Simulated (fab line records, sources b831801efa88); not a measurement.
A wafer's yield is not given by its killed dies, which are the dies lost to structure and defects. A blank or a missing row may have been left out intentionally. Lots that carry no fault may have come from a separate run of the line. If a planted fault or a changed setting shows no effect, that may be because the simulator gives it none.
Code-filled problem report in 8D (eight disciplines) form ; flow sky130 ; the parts of the form that need people (team, actions taken, sign-off) are left out

## 1. PROBLEM STATEMENT
Wafers free of any fault read 540 nm (standard deviation 6.4) for PASSIVATION_CVD_02_THK at SKY_PASSIVATION_THK_MEAS_03, against a mean of 973 nm on 6 wafers of 2 lots. That is +68 standard deviations from the usual mean.
Seen first at day 48 00:34 on filmMetro-02, wafer L662.2. Wafers with a number at this step in the record: 36, from 12 lots. The rule behind "out" and "out of limits": a value lying over 4 standard deviations away from the usual mean. Any other wafer with a number is counted as sound.

## 2. WHAT IT IS, AND WHAT IT ISN'T
question;is;is not
which readings at this step;PASSIVATION_CVD_02_THK;-
which lots;L662, L668;L650, L651, L652, L653, L654, L655, L656, L657, L671, L672
which wafers of those lots;all that have a number;-
read on which gauges;filmMetro-02, filmMetro-03;filmMetro-04
when;from day 48 00:34;"up to then (24 sound wafers); but 6 sound wafers of L671, L672 came after"

## 3. WHAT RULES OUT EACH SUSPECT
Counting: a tool at a process step up to the reading stays a suspect if it ran every lot that is out and no sound lot after the first of them.
- the gauge at SKY_PASSIVATION_THK_MEAS_03 has been ruled out. Those wafers that are out were read across 2 gauges (filmMetro-02, filmMetro-03).
- pvdSputter-04 at SKY_CAPM_SPUTTER_02 (material TiN, target thk 200 nm, time 166.7 s): ruled out as a lasting fault. The sound lots L672 went through it after L662, its earliest lot that is out (day 41 07:05).
- pecvd-01 at SKY_PASSIVATION_CVD_02 (deposits Si3N4, target thk 540 nm): kept. It processed each lot that is out, first L662 at day 48 00:20, and no sound lot thereafter; up to then, the last sound lot it processed was L654 at day 45 11:08.
After counting, what remains is pecvd-01 at SKY_PASSIVATION_CVD_02.

## 4. THE CAUSE (what the simulator had put in)
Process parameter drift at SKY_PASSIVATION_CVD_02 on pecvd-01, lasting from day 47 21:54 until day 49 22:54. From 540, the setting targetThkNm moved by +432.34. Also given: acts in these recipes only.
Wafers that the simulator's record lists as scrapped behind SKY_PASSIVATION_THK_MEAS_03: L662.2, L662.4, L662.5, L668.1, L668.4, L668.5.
Only this tool survived the counting.

## 5. SEQUENCE OF EFFECTS, ordered by route
Each row: a reading where the mean over the struck wafers with a number is more than 3 standard deviations away from the usual. Scope: only readings with a usual standard deviation given in the record; hours: median across lots of the time from each lot's start at the first step in this table that gives one to its start at this step; sigmas: change in usual standard deviations.
hours;step;reading;usual;on struck wafers;change;sigmas
0;SKY_PASSIVATION_THK_MEAS_03;PASSIVATION_CVD_02_THK;540 nm;973;+433;+68

## 6. WHAT WOULD HAVE CAUGHT IT SOONER
Counted from the fault's start at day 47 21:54, it took 3 hours until the first out-of-limits reading at a measuring or inspecting step in this record, taken at day 48 00:34.
No tool reading at SKY_PASSIVATION_CVD_02 that has a usual standard deviation in the record was out on any struck wafer, so an alarm limit of 4 standard deviations on those readings would not have fired.
Of the lots that are out (2), L668 began SKY_PASSIVATION_CVD_02 on pecvd-01 after day 48 00:34. Putting the tool on hold at that point would have spared it.
